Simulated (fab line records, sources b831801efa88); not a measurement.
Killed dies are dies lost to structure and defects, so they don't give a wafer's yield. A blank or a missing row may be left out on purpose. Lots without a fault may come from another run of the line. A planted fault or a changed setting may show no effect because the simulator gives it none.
Which tool did it? | flow sfq_line | 14 lots, 42 wafers sampled, at 1 step of a route of 325

WHAT THE GAUGES READ, wafer by wafer
The record holds no reading of a measuring or inspecting step that can be judged against a usual standard deviation.

WHICH TOOL RAN EACH LOT (tool, then ch and the chambers of the sampled wafers, then the start)
lot  | SFQ_TRILAYER_L0_BARC_OPEN_METAL_ETCH_010
L158 | rie_metal-04 ch 1, day 3 09:14
L159 | rie_metal-01 ch 0,1, day 3 15:27
L160 | rie_metal-02 ch 0, day 3 21:15
L161 | rie_metal-02 ch 0, day 4 04:42
L162 | rie_metal-02 ch 0,1, day 4 12:49
L165 | rie_metal-01 ch 0,1, day 5 09:19
L170 | rie_metal-04 ch 0,1, day 7 01:09
L171 | rie_metal-04 ch 0,1, day 7 05:57
L173 | rie_metal-01 ch 0,1, day 7 17:57
L174 | rie_metal-02 ch 0,1, day 7 23:58
L175 | rie_metal-02 ch 0,1, day 8 09:23
L178 | rie_metal-02 ch 0,1, day 9 08:19
L179 | rie_metal-01 ch 0,1, day 9 15:31
L180 | rie_metal-01 ch 0,1, day 9 23:56
- SFQ_TRILAYER_L0_BARC_OPEN_METAL_ETCH_010: etches BARC in O2, target depth 125 nm, time 41.7 s.

WHAT THE TOOLS THEMSELVES READ (means of the sampled wafers that have a number; where no wafer has one, the mark that the record gives instead)
SFQ_TRILAYER_L0_BARC_OPEN_METAL_ETCH_010.
lot  | tool         | drypump_motor_current_A (A) | oes_product_au (a.u.) | run_length_s (s)
L158 | rie_metal-04 | 5.8                         | 0.684                 | 69.4
L159 | rie_metal-01 | 5.6                         | 0.687                 | 69.6
L160 | rie_metal-02 | 6.1                         | 0.686                 | 69.6
L161 | rie_metal-02 | 6.1                         | 0.684                 | 69.6
L162 | rie_metal-02 | 5.8                         | 0.689                 | 69.7
L165 | rie_metal-01 | 5.6                         | 0.681                 | 69.8
L170 | rie_metal-04 | 5.4                         | 0.790                 | 61.3
L171 | rie_metal-04 | 5.5                         | 0.789                 | 61.3
L173 | rie_metal-01 | 5.6                         | 0.685                 | 69.9
L174 | rie_metal-02 | 5.5                         | 0.683                 | 69.8
L175 | rie_metal-02 | 5.5                         | 0.686                 | 69.8
L178 | rie_metal-02 | 5.8                         | 0.681                 | 69.9
L179 | rie_metal-01 | 5.9                         | 0.690                 | 69.6
L180 | rie_metal-01 | 5.9                         | 0.688                 | 69.6

THE ANSWER, worked out from the rows above alone
Rule: what is usual is taken from the lots themselves. Put in order of their means at a reading, lots are off if they are a third of the lots or fewer, leave a main group of 4 or more, and stand apart from it by a gap of 3 or more times the standard deviation of the main group's means; of several such gaps the widest counts. A main group whose means are all the same, to the digits that the tables above print for the reading, isn't used. A lot without any number at a reading at which 4 lots or more have one is off too. The other lots that the step has rows for count as sound. The gauges are gone through in route order, then the tools' own readings, and for those a lot's mean is taken as printed above. The first step at which some lot is off is used, and at that step the reading that is off furthest; a lot without a number counts as furthest.
Off: L170, L171, at SFQ_TRILAYER_L0_BARC_OPEN_METAL_ETCH_010 (run_length_s). The main group: mean 69.7 s, standard deviation 0.14.
A tool fits if, at that step or a process step before it, it ran every lot that is off, and no sound lot after the first of them. One fits: rie_metal-04 at SFQ_TRILAYER_L0_BARC_OPEN_METAL_ETCH_010. Its last sound lot is L158 (day 3 09:14), its first lot that is off L170 (day 7 01:09): a fault that began between those two fits.
The tool's own readings at SFQ_TRILAYER_L0_BARC_OPEN_METAL_ETCH_010 bear it out: on the lots that are off they differ by more than 5 times the standard deviation of the sound lots' means. oes_product_au reads 0.790 a.u. there against 0.685 a.u. on the sound lots; run_length_s reads 61.3 s there against 69.7 s on the sound lots.

WHAT THE SIMULATOR HAD PUT IN
Process parameter drift: rie_metal-04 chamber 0, from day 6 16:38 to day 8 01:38, at SFQ_TRILAYER_L0_BARC_OPEN_METAL_ETCH_010. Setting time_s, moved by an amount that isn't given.
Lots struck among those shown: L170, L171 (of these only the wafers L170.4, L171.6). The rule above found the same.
